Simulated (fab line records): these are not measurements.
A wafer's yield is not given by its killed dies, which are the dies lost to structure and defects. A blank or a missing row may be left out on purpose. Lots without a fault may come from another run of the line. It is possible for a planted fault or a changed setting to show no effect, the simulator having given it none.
Problem report, 8D (eight disciplines) form, completed by code :: flow sfq-line :: the parts of the form that need people (team, actions taken, sign-off) are left out

## 1. WHAT WENT WRONG
Wafers without a fault read 79.16 W, standard deviation 0.063; heater-power-total-W at SFQ_TRILAYER_I3_VIA_LITHO_PEB_088 reads a mean of 74.22 W on 9 wafers belonging to 3 lots. Relative to the usual mean, that is a shift of -78 standard deviations.
The step: peb time 60 s.
First seen on wafer L966.1, day 55 15:04, on litho-track-01. The record has a number at this step for 21 wafers belonging to 7 lots. Rule for "out" (also "out of limits"): further than 4 standard deviations from the usual mean. Any other wafer with a number is counted as sound.

## 2. WHAT IT IS, AND WHAT IT ISN'T
question: which readings at this step
is: heater-power-total-W, plate-temp-C
is not: -

question: which lots
is: L966, L968, L969
is not: L958, L963, L971, L972

question: which wafers of those lots
is: all that have a number
is not: -

question: read on which tools
is: litho-track-01
is not: litho-track-03, litho-track-04

question: when
is: from day 55 15:04
is not: up to then (6 sound wafers); but 6 sound wafers of L971, L972 came after

## 3. SUSPECTS, AND WHAT RULES EACH OUT
Counting: a tool stays on the suspect list if, at a process step up to the reading, it processed all lots that are out and no sound lot following the first of them.
- litho-track-01 at SFQ_TRILAYER_I3_VIA_LITHO_PEB_088 (peb time 60 s): kept. It ran every lot that is out, first L966 (day 55 15:04), and no sound lot after that; its last sound lot up to then is L963 (day 54 11:25). Its own readings are out on those wafers: heater-power-total-W, plate-temp-C.
Left after counting: litho-track-01 at SFQ_TRILAYER_I3_VIA_LITHO_PEB_088.

## 4. THE CAUSE (what the simulator had put in)
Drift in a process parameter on litho-track-01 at SFQ_TRILAYER_I3_VIA_LITHO_PEB_088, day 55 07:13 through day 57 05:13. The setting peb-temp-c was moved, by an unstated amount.
The count eliminated every tool but this one.

## 5. THE EFFECT CHAIN, in route order
Rows list readings where the struck wafers' mean (over those with a number) sits beyond 3 standard deviations from the usual. Scope: only readings with a usual standard deviation given in the record; hours: median across lots of the time from each lot's start at the first step in this table that gives one to its start at this step; sigmas: change in usual standard deviations.
hours: 0
step: SFQ_TRILAYER_I3_VIA_LITHO_PEB_088
reading: heater-power-total-W
usual: 79.16 W
on struck wafers: 74.22
change: -4.94
sigmas: -78

hours: 0
step: SFQ_TRILAYER_I3_VIA_LITHO_PEB_088
reading: plate-temp-C
usual: 114.99 C
on struck wafers: 109.75
change: -5.24
sigmas: -44
Its process steps:
- SFQ_TRILAYER_I3_VIA_LITHO_PEB_088: peb time 60 s.
Later steps that measure or inspect, where all struck wafers having a row at the step show a number for every such reading and not one has moved that far: SFQ_I3_OVL_MEAS_923.

## 6. HOW IT WOULD HAVE BEEN CAUGHT EARLIER
In this record the first reading out of limits was taken at day 55 15:04, 8 hours after the fault began at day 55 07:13.
